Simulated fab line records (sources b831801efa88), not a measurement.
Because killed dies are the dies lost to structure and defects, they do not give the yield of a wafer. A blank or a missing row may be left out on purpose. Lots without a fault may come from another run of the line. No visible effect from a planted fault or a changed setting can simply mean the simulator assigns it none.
Matching of chambers || flow gf180mcu || cmp-02 running GF_CONTACT_CMP_04: 4 sister chambers
The step polishes SiO2. 4 wafers are shown with their chamber, then 12 later ones without.

EACH WAFER AND ITS CHAMBER
{"wafer": "L080.1", "chamber": 3, "motor_current_A (A)": 12.3}
{"wafer": "L080.3", "chamber": 2, "motor_current_A (A)": 10.6}
{"wafer": "L080.5", "chamber": 1, "motor_current_A (A)": 12.7}
{"wafer": "L080.6", "chamber": 0, "motor_current_A (A)": 12.2}

WAFERS MISSING THEIR CHAMBER
{"wafer": "L083.1", "motor_current_A (A)": 13.1}
{"wafer": "L083.2", "motor_current_A (A)": 12.6}
{"wafer": "L083.3", "motor_current_A (A)": 11.8}
{"wafer": "L085.3", "motor_current_A (A)": 13.2}
{"wafer": "L085.4", "motor_current_A (A)": 12.1}
{"wafer": "L085.6", "motor_current_A (A)": 12.0}
{"wafer": "L091.2", "motor_current_A (A)": 12.0}
{"wafer": "L091.5", "motor_current_A (A)": 13.2}
{"wafer": "L091.6", "motor_current_A (A)": 10.8}
{"wafer": "L097.1", "motor_current_A (A)": 12.0}
{"wafer": "L097.2", "motor_current_A (A)": 10.7}
{"wafer": "L097.5", "motor_current_A (A)": 12.2}

WHICH CHAMBER EACH WENT THROUGH
{"wafer": "L083.1", "from the rows above": "can't be placed: 1 or 3 or 0", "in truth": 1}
{"wafer": "L083.2", "from the rows above": "can't be placed: 1 or 3 or 0", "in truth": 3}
{"wafer": "L083.3", "from the rows above": "can't be placed: 0 or 3 or 1", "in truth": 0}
{"wafer": "L085.3", "from the rows above": "can't be placed: 1 or 3 or 0", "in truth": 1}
{"wafer": "L085.4", "from the rows above": "can't be placed: 0 or 3 or 1", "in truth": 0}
{"wafer": "L085.6", "from the rows above": "can't be placed: 0 or 3 or 1", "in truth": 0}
{"wafer": "L091.2", "from the rows above": "can't be placed: 0 or 3 or 1", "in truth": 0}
{"wafer": "L091.5", "from the rows above": "can't be placed: 1 or 3 or 0", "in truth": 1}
{"wafer": "L091.6", "from the rows above": 2, "in truth": 2}
{"wafer": "L097.1", "from the rows above": "can't be placed: 0 or 3 or 1", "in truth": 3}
{"wafer": "L097.2", "from the rows above": 2, "in truth": 2}
{"wafer": "L097.5", "from the rows above": "can't be placed: 0 or 3 or 1", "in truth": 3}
2 of 12 placed correctly. Can't be placed from these rows: 10 (the true chamber is among the candidates in 10). Wrongly placed: 0.
How it was worked out, from the rows above alone: a wafer's distance from a chamber is the root of the sum, over the readings, of the square of ((its reading less the chamber's mean) divided by the reading's scatter). If the next closest chamber is less than 2 further off than the closest, the wafer can't be placed; otherwise it belongs to the closest. A chamber's mean is the mean of its shown wafers. The scatter: root of mean squared gap, hidden wafer to nearest shown wafer, with one shown wafer a chamber.
